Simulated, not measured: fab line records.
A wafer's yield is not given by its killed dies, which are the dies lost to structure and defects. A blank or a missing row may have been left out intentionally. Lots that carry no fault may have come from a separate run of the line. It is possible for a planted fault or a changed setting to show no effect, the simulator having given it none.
Chamber matching :: flow sky130 :: hdpcvd-02 running SKY_VIA3_HDPCVD_00: 3 sister chambers
The step deposits SiO2, target thk 1635 nm, time 272.5 s. 6 wafers are shown with their chamber, then 8 later ones without.

WAFERS PAIRED WITH THEIR CHAMBERS
wafer: L427.1
chamber: 1
sih4_flow_sccm (sccm): 59.83

wafer: L427.6
chamber: 1
sih4_flow_sccm (sccm): 59.93

wafer: L430.4
chamber: 2
sih4_flow_sccm (sccm): 59.96

wafer: L431.2
chamber: 0
sih4_flow_sccm (sccm): 59.94

wafer: L431.3
chamber: 2
sih4_flow_sccm (sccm): 60.10

wafer: L441.2
chamber: 0
sih4_flow_sccm (sccm): 59.98

WAFERS MISSING THEIR CHAMBER
wafer: L441.4
sih4_flow_sccm (sccm): 60.00

wafer: L441.5
sih4_flow_sccm (sccm): 59.95

wafer: L442.3
sih4_flow_sccm (sccm): 59.99

wafer: L442.4
sih4_flow_sccm (sccm): 59.72

wafer: L442.5
sih4_flow_sccm (sccm): 59.93

wafer: L443.1
sih4_flow_sccm (sccm): 59.77

wafer: L443.3
sih4_flow_sccm (sccm): 60.05

wafer: L443.5
sih4_flow_sccm (sccm): 59.71

EACH ONE'S CHAMBER
wafer: L441.4
from the rows above: can't be placed: 2 or 0 or 1
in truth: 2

wafer: L441.5
from the rows above: can't be placed: 0 or 1 or 2
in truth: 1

wafer: L442.3
from the rows above: can't be placed: 0 or 2 or 1
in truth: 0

wafer: L442.4
from the rows above: can't be placed: 1 or 0
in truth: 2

wafer: L442.5
from the rows above: can't be placed: 0 or 1 or 2
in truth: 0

wafer: L443.1
from the rows above: can't be placed: 1 or 0
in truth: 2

wafer: L443.3
from the rows above: can't be placed: 2 or 0
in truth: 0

wafer: L443.5
from the rows above: can't be placed: 1 or 0
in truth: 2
Correctly placed: 0 of 8. Can't be placed from these rows: 8 (the true chamber is among the candidates in 5). Number placed wrongly: 0.
How it was worked out, from the rows above alone: a wafer's distance from a chamber is the root of the sum, over the readings, of the square of ((its reading less the chamber's mean) divided by the reading's scatter). The wafer belongs to the nearest chamber; if the next one is less than 2 further off, it can't be placed. The mean given for a chamber averages the wafers shown for that chamber. The scatter is the square root of a quotient: the sum, over the shown wafers, of each reading's squared deviation from its chamber's mean, divided by wafers minus chambers.
